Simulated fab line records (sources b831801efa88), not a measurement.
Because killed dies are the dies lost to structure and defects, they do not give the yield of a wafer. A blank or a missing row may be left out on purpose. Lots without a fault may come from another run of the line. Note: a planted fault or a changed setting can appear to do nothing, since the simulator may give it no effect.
Which tool was responsible? || flow sfqLine || 42 wafers from 14 lots sampled at 5 of the route's 325 steps

== WHAT THE GAUGES READ, wafer by wafer ==
SFQ_M2_RS_MEAS_914: a four-point-probe measurement.
{"lot": "L825", "measured": "day 24 07:07", "on": "filmMetro-03", "M2_NB_RS (ohm/sq)": "0.888 0.888 0.887"}
{"lot": "L826", "measured": "day 26 08:59", "on": "filmMetro-03", "M2_NB_RS (ohm/sq)": "0.894 0.903 0.899"}
{"lot": "L827", "measured": "day 26 11:14", "on": "filmMetro-04", "M2_NB_RS (ohm/sq)": "0.891 0.894 0.890"}
{"lot": "L834", "measured": "day 34 11:25", "on": "filmMetro-03", "M2_NB_RS (ohm/sq)": "0.891 1.275 0.895"}
{"lot": "L835", "measured": "day 34 14:58", "on": "filmMetro-04", "M2_NB_RS (ohm/sq)": "0.880 0.889 0.882"}
{"lot": "L837", "measured": "day 35 01:50", "on": "filmMetro-01", "M2_NB_RS (ohm/sq)": "1.234 0.888 0.897"}
{"lot": "L839", "measured": "day 36 01:58", "on": "filmMetro-03", "M2_NB_RS (ohm/sq)": "0.894 0.896 0.897"}
{"lot": "L841", "measured": "day 36 16:21", "on": "filmMetro-03", "M2_NB_RS (ohm/sq)": "0.872 0.874 0.871"}
{"lot": "L843", "measured": "day 37 22:29", "on": "filmMetro-04", "M2_NB_RS (ohm/sq)": "0.907 0.907 0.907"}
{"lot": "L844", "measured": "day 38 10:23", "on": "filmMetro-03", "M2_NB_RS (ohm/sq)": "0.894 0.898 0.895"}
{"lot": "L845", "measured": "day 38 15:57", "on": "filmMetro-04", "M2_NB_RS (ohm/sq)": "0.894 0.895 0.887"}
{"lot": "L846", "measured": "day 39 03:22", "on": "filmMetro-04", "M2_NB_RS (ohm/sq)": "0.874 0.878 0.879"}
{"lot": "L847", "measured": "day 39 17:45", "on": "filmMetro-01", "M2_NB_RS (ohm/sq)": "0.908 0.908 0.899"}
{"lot": "L848", "measured": "day 40 02:35", "on": "filmMetro-04", "M2_NB_RS (ohm/sq)": "0.888 0.892 0.892"}

== WHAT TOOL EACH LOT RAN ON (gives the tool, then ch and the chambers of the sampled wafers, and finally the start) ==
{"lot": "L825", "SFQ_TRILAYER_L0_VIA_STRIP_STRIP_017": "rieMetal-02 ch 0,1, day 7 12:34", "SFQ_TRILAYER_M0_STRIP_STRIP_025": "rieMetal-01 ch 0,1, day 12 00:18", "SFQ_TRILAYER_I0_DEP_PECVD_027": "pecvd-04 ch 0,1, day 12 01:05", "SFQ_TRILAYER_M2_DEP_SPUTTER_055": "pvdSputter-04, day 24 07:01"}
{"lot": "L826", "SFQ_TRILAYER_L0_VIA_STRIP_STRIP_017": "rieMetal-02 ch 0,1, day 7 21:58", "SFQ_TRILAYER_M0_STRIP_STRIP_025": "rieMetal-04 ch 0,1, day 12 10:02", "SFQ_TRILAYER_I0_DEP_PECVD_027": "pecvd-04 ch 1,2, day 12 11:20", "SFQ_TRILAYER_M2_DEP_SPUTTER_055": "pvdSputter-04, day 26 08:53"}
{"lot": "L827", "SFQ_TRILAYER_L0_VIA_STRIP_STRIP_017": "rieMetal-04 ch 0,1, day 8 06:34", "SFQ_TRILAYER_M0_STRIP_STRIP_025": "rieMetal-02 ch 1, day 12 21:10", "SFQ_TRILAYER_I0_DEP_PECVD_027": "pecvd-01 ch 0,2, day 12 22:19", "SFQ_TRILAYER_M2_DEP_SPUTTER_055": "pvdSputter-03, day 26 11:05"}
{"lot": "L834", "SFQ_TRILAYER_L0_VIA_STRIP_STRIP_017": "rieMetal-04 ch 0,1, day 10 20:48", "SFQ_TRILAYER_M0_STRIP_STRIP_025": "rieMetal-04 ch 0,1, day 15 14:31", "SFQ_TRILAYER_I0_DEP_PECVD_027": "pecvd-02 ch 0,1, day 15 15:05", "SFQ_TRILAYER_M2_DEP_SPUTTER_055": "pvdSputter-04, day 34 11:16"}
{"lot": "L835", "SFQ_TRILAYER_L0_VIA_STRIP_STRIP_017": "rieMetal-02 ch 0,1, day 11 01:24", "SFQ_TRILAYER_M0_STRIP_STRIP_025": "rieMetal-02 ch 0,1, day 15 19:50", "SFQ_TRILAYER_I0_DEP_PECVD_027": "pecvd-04 ch 1,2, day 15 20:36", "SFQ_TRILAYER_M2_DEP_SPUTTER_055": "pvdSputter-06, day 34 14:52"}
{"lot": "L837", "SFQ_TRILAYER_L0_VIA_STRIP_STRIP_017": "rieMetal-02 ch 0,1, day 11 13:36", "SFQ_TRILAYER_M0_STRIP_STRIP_025": "rieMetal-01 ch 0,1, day 16 12:40", "SFQ_TRILAYER_I0_DEP_PECVD_027": "pecvd-01 ch 0,1,2, day 16 13:17", "SFQ_TRILAYER_M2_DEP_SPUTTER_055": "pvdSputter-04, day 35 01:40"}
{"lot": "L839", "SFQ_TRILAYER_L0_VIA_STRIP_STRIP_017": "rieMetal-03 ch 0,1, day 12 02:48", "SFQ_TRILAYER_M0_STRIP_STRIP_025": "rieMetal-01 ch 0,1, day 17 03:22", "SFQ_TRILAYER_I0_DEP_PECVD_027": "pecvd-04 ch 0,1,2, day 17 03:56", "SFQ_TRILAYER_M2_DEP_SPUTTER_055": "pvdSputter-03, day 36 01:50"}
{"lot": "L841", "SFQ_TRILAYER_L0_VIA_STRIP_STRIP_017": "rieMetal-03 ch 0,1, day 12 15:44", "SFQ_TRILAYER_M0_STRIP_STRIP_025": "rieMetal-01 ch 0,1, day 17 17:44", "SFQ_TRILAYER_I0_DEP_PECVD_027": "pecvd-04 ch 0,1,2, day 17 18:30", "SFQ_TRILAYER_M2_DEP_SPUTTER_055": "pvdSputter-03, day 36 16:14"}
{"lot": "L843", "SFQ_TRILAYER_L0_VIA_STRIP_STRIP_017": "rieMetal-02 ch 1, day 13 10:42", "SFQ_TRILAYER_M0_STRIP_STRIP_025": "rieMetal-04 ch 0,1, day 18 18:56", "SFQ_TRILAYER_I0_DEP_PECVD_027": "pecvd-02 ch 0,1,2, day 18 19:42", "SFQ_TRILAYER_M2_DEP_SPUTTER_055": "pvdSputter-04, day 37 22:23"}
{"lot": "L844", "SFQ_TRILAYER_L0_VIA_STRIP_STRIP_017": "rieMetal-03 ch 0,1, day 13 19:28", "SFQ_TRILAYER_M0_STRIP_STRIP_025": "rieMetal-02 ch 0,1, day 19 04:20", "SFQ_TRILAYER_I0_DEP_PECVD_027": "pecvd-01 ch 0,1,2, day 19 05:05", "SFQ_TRILAYER_M2_DEP_SPUTTER_055": "pvdSputter-04, day 38 10:16"}
{"lot": "L845", "SFQ_TRILAYER_L0_VIA_STRIP_STRIP_017": "rieMetal-02 ch 0,1, day 13 22:42", "SFQ_TRILAYER_M0_STRIP_STRIP_025": "rieMetal-02 ch 0,1, day 19 07:44", "SFQ_TRILAYER_I0_DEP_PECVD_027": "pecvd-04 ch 1,2, day 19 08:31", "SFQ_TRILAYER_M2_DEP_SPUTTER_055": "pvdSputter-04, day 38 15:52"}
{"lot": "L846", "SFQ_TRILAYER_L0_VIA_STRIP_STRIP_017": "rieMetal-04 ch 0,1, day 14 05:54", "SFQ_TRILAYER_M0_STRIP_STRIP_025": "rieMetal-01 ch 0,1, day 19 18:40", "SFQ_TRILAYER_I0_DEP_PECVD_027": "pecvd-01 ch 1,2, day 19 19:26", "SFQ_TRILAYER_M2_DEP_SPUTTER_055": "pvdSputter-06, day 39 03:16"}
{"lot": "L847", "SFQ_TRILAYER_L0_VIA_STRIP_STRIP_017": "rieMetal-02 ch 0, day 14 21:25", "SFQ_TRILAYER_M0_STRIP_STRIP_025": "rieMetal-01 ch 0,1, day 20 14:55", "SFQ_TRILAYER_I0_DEP_PECVD_027": "pecvd-04 ch 0,1,2, day 20 15:42", "SFQ_TRILAYER_M2_DEP_SPUTTER_055": "pvdSputter-03, day 39 17:40"}
{"lot": "L848", "SFQ_TRILAYER_L0_VIA_STRIP_STRIP_017": "rieMetal-04 ch 0,1, day 15 02:13", "SFQ_TRILAYER_M0_STRIP_STRIP_025": "rieMetal-02 ch 0,1, day 20 22:07", "SFQ_TRILAYER_I0_DEP_PECVD_027": "pecvd-01 ch 0,1,2, day 20 22:54", "SFQ_TRILAYER_M2_DEP_SPUTTER_055": "pvdSputter-04, day 40 02:30"}
- SFQ_TRILAYER_L0_VIA_STRIP_STRIP_017: strips in O2.
- SFQ_TRILAYER_M0_STRIP_STRIP_025: strips in O2.
- SFQ_TRILAYER_I0_DEP_PECVD_027: deposits SiO2 from SiH4/N2O, time 111.11 s, target thk 500 nm.
- SFQ_TRILAYER_M2_DEP_SPUTTER_055: material Nb, target thk 200 nm, time 133.3 s.

== WHAT THE TOOLS THEMSELVES READ (means of the sampled wafers that have a number; where no wafer has one, the mark that the record gives instead) ==
SFQ_TRILAYER_L0_VIA_STRIP_STRIP_017.
{"lot": "L825", "tool": "rieMetal-02", "drypumpMotorCurrentA (A)": 5.48, "oesProductAu (a.u.)": 1.019, "platenTempC (C)": 40.10}
{"lot": "L826", "tool": "rieMetal-02", "drypumpMotorCurrentA (A)": 5.49, "oesProductAu (a.u.)": 1.013, "platenTempC (C)": 39.93}
{"lot": "L827", "tool": "rieMetal-04", "drypumpMotorCurrentA (A)": 5.88, "oesProductAu (a.u.)": 0.990, "platenTempC (C)": 40.03}
{"lot": "L834", "tool": "rieMetal-04", "drypumpMotorCurrentA (A)": 5.89, "oesProductAu (a.u.)": 0.992, "platenTempC (C)": 40.10}
{"lot": "L835", "tool": "rieMetal-02", "drypumpMotorCurrentA (A)": 5.49, "oesProductAu (a.u.)": 1.021, "platenTempC (C)": 40.07}
{"lot": "L837", "tool": "rieMetal-02", "drypumpMotorCurrentA (A)": 5.48, "oesProductAu (a.u.)": 1.009, "platenTempC (C)": 40.05}
{"lot": "L839", "tool": "rieMetal-03", "drypumpMotorCurrentA (A)": 6.16, "oesProductAu (a.u.)": 1.005, "platenTempC (C)": 40.08}
{"lot": "L841", "tool": "rieMetal-03", "drypumpMotorCurrentA (A)": 6.17, "oesProductAu (a.u.)": 1.001, "platenTempC (C)": 40.09}
{"lot": "L843", "tool": "rieMetal-02", "drypumpMotorCurrentA (A)": 5.38, "oesProductAu (a.u.)": 1.017, "platenTempC (C)": 40.10}
{"lot": "L844", "tool": "rieMetal-03", "drypumpMotorCurrentA (A)": 6.17, "oesProductAu (a.u.)": 0.999, "platenTempC (C)": 39.91}
{"lot": "L845", "tool": "rieMetal-02", "drypumpMotorCurrentA (A)": 5.60, "oesProductAu (a.u.)": 1.008, "platenTempC (C)": 39.91}
{"lot": "L846", "tool": "rieMetal-04", "drypumpMotorCurrentA (A)": 5.83, "oesProductAu (a.u.)": 0.997, "platenTempC (C)": 40.00}
{"lot": "L847", "tool": "rieMetal-02", "drypumpMotorCurrentA (A)": 5.70, "oesProductAu (a.u.)": 1.020, "platenTempC (C)": 39.93}
{"lot": "L848", "tool": "rieMetal-04", "drypumpMotorCurrentA (A)": 5.88, "oesProductAu (a.u.)": 1.006, "platenTempC (C)": 39.93}

SFQ_TRILAYER_M0_STRIP_STRIP_025.
{"lot": "L825", "tool": "rieMetal-01", "drypumpMotorCurrentA (A)": 5.59, "oesProductAu (a.u.)": 0.991, "platenTempC (C)": 39.96}
{"lot": "L826", "tool": "rieMetal-04", "drypumpMotorCurrentA (A)": 5.84, "oesProductAu (a.u.)": 1.003, "platenTempC (C)": 40.02}
{"lot": "L827", "tool": "rieMetal-02", "drypumpMotorCurrentA (A)": 5.40, "oesProductAu (a.u.)": 1.020, "platenTempC (C)": 39.99}
{"lot": "L834", "tool": "rieMetal-04", "drypumpMotorCurrentA (A)": 5.83, "oesProductAu (a.u.)": 0.997, "platenTempC (C)": 40.01}
{"lot": "L835", "tool": "rieMetal-02", "drypumpMotorCurrentA (A)": 5.50, "oesProductAu (a.u.)": 1.013, "platenTempC (C)": 39.86}
{"lot": "L837", "tool": "rieMetal-01", "drypumpMotorCurrentA (A)": 5.60, "oesProductAu (a.u.)": 1.001, "platenTempC (C)": 39.98}
{"lot": "L839", "tool": "rieMetal-01", "drypumpMotorCurrentA (A)": 5.59, "oesProductAu (a.u.)": 0.989, "platenTempC (C)": 40.12}
{"lot": "L841", "tool": "rieMetal-01", "drypumpMotorCurrentA (A)": 5.58, "oesProductAu (a.u.)": 0.993, "platenTempC (C)": 39.94}
{"lot": "L843", "tool": "rieMetal-04", "drypumpMotorCurrentA (A)": 5.84, "oesProductAu (a.u.)": 1.000, "platenTempC (C)": 39.91}
{"lot": "L844", "tool": "rieMetal-02", "drypumpMotorCurrentA (A)": 5.62, "oesProductAu (a.u.)": 1.009, "platenTempC (C)": 40.07}
{"lot": "L845", "tool": "rieMetal-02", "drypumpMotorCurrentA (A)": 5.61, "oesProductAu (a.u.)": 1.017, "platenTempC (C)": 39.98}
{"lot": "L846", "tool": "rieMetal-01", "drypumpMotorCurrentA (A)": 5.59, "oesProductAu (a.u.)": 0.989, "platenTempC (C)": 40.17}
{"lot": "L847", "tool": "rieMetal-01", "drypumpMotorCurrentA (A)": 5.60, "oesProductAu (a.u.)": 0.985, "platenTempC (C)": 40.04}
{"lot": "L848", "tool": "rieMetal-02", "drypumpMotorCurrentA (A)": 5.50, "oesProductAu (a.u.)": 1.009, "platenTempC (C)": 39.81}

SFQ_TRILAYER_I0_DEP_PECVD_027.
{"lot": "L825", "tool": "pecvd-04", "heaterPowerW (W)": 82, "throttleValvePct (%)": 24.0}
{"lot": "L826", "tool": "pecvd-04", "heaterPowerW (W)": 100, "throttleValvePct (%)": 24.0}
{"lot": "L827", "tool": "pecvd-01", "heaterPowerW (W)": 90, "throttleValvePct (%)": 25.3}
{"lot": "L834", "tool": "pecvd-02", "heaterPowerW (W)": 65, "throttleValvePct (%)": 23.8}
{"lot": "L835", "tool": "pecvd-04", "heaterPowerW (W)": 86, "throttleValvePct (%)": 24.4}
{"lot": "L837", "tool": "pecvd-01", "heaterPowerW (W)": 79, "throttleValvePct (%)": 25.3}
{"lot": "L839", "tool": "pecvd-04", "heaterPowerW (W)": 92, "throttleValvePct (%)": 24.4}
{"lot": "L841", "tool": "pecvd-04", "heaterPowerW (W)": 86, "throttleValvePct (%)": 24.5}
{"lot": "L843", "tool": "pecvd-02", "heaterPowerW (W)": 74, "throttleValvePct (%)": 23.5}
{"lot": "L844", "tool": "pecvd-01", "heaterPowerW (W)": 81, "throttleValvePct (%)": 25.5}
{"lot": "L845", "tool": "pecvd-04", "heaterPowerW (W)": 90, "throttleValvePct (%)": 24.4}
{"lot": "L846", "tool": "pecvd-01", "heaterPowerW (W)": 74, "throttleValvePct (%)": 25.3}
{"lot": "L847", "tool": "pecvd-04", "heaterPowerW (W)": 91, "throttleValvePct (%)": 24.7}
{"lot": "L848", "tool": "pecvd-01", "heaterPowerW (W)": 83, "throttleValvePct (%)": 25.7}

SFQ_TRILAYER_M2_DEP_SPUTTER_055.
{"lot": "L825", "tool": "pvdSputter-04", "substrateTempC (C)": 19.98, "throttleValvePct (%)": 29.1}
{"lot": "L826", "tool": "pvdSputter-04", "substrateTempC (C)": 20.00, "throttleValvePct (%)": 28.8}
{"lot": "L827", "tool": "pvdSputter-03", "substrateTempC (C)": 19.97, "throttleValvePct (%)": 30.1}
{"lot": "L834", "tool": "pvdSputter-04", "substrateTempC (C)": 20.03, "throttleValvePct (%)": 29.1}
{"lot": "L835", "tool": "pvdSputter-06", "substrateTempC (C)": 19.96, "throttleValvePct (%)": 30.9}
{"lot": "L837", "tool": "pvdSputter-04", "substrateTempC (C)": 19.95, "throttleValvePct (%)": 29.9}
{"lot": "L839", "tool": "pvdSputter-03", "substrateTempC (C)": 19.99, "throttleValvePct (%)": 30.1}
{"lot": "L841", "tool": "pvdSputter-03", "substrateTempC (C)": 20.02, "throttleValvePct (%)": 29.7}
{"lot": "L843", "tool": "pvdSputter-04", "substrateTempC (C)": 19.95, "throttleValvePct (%)": 30.1}
{"lot": "L844", "tool": "pvdSputter-04", "substrateTempC (C)": 20.02, "throttleValvePct (%)": 29.8}
{"lot": "L845", "tool": "pvdSputter-04", "substrateTempC (C)": 19.90, "throttleValvePct (%)": 29.1}
{"lot": "L846", "tool": "pvdSputter-06", "substrateTempC (C)": 20.03, "throttleValvePct (%)": 30.6}
{"lot": "L847", "tool": "pvdSputter-03", "substrateTempC (C)": 19.98, "throttleValvePct (%)": 29.9}
{"lot": "L848", "tool": "pvdSputter-04", "substrateTempC (C)": 19.92, "throttleValvePct (%)": 28.1}

== THE ANSWER, worked out from the rows above alone ==
Rule: the lots themselves supply what counts as usual. Put in order of their means at a reading, lots are off if they are a third of the lots or fewer, leave a main group of 4 or more, and stand apart from it by a gap of 3 or more times the standard deviation of the main group's means; of several such gaps the widest counts. The tables above print the reading to a certain number of digits; a main group whose means all agree to those digits is not used. Also off: a lot with no number at a reading for which 4 or more lots have one. The other lots that the step has rows for count as sound. The gauges are gone through in route order, then the tools' own readings, and for those a lot's mean is taken as printed above. At the first step where some lot is off, the reading lying furthest off is the one used; lots without a number count as furthest.
Off: L834, L837, seen at SFQ_M2_RS_MEAS_914 (M2_NB_RS). The main group has a mean of 0.891 ohm/sq with a standard deviation of 0.0098.
If a tool, at a process step before that reading, ran all the lots that are off and no sound lot after the first of them, it fits. Those tools and the gauges at SFQ_M2_RS_MEAS_914 are tried in the same way. Not one of the candidates tried fits.

== WHAT THE SIMULATOR HAD INSERTED ==
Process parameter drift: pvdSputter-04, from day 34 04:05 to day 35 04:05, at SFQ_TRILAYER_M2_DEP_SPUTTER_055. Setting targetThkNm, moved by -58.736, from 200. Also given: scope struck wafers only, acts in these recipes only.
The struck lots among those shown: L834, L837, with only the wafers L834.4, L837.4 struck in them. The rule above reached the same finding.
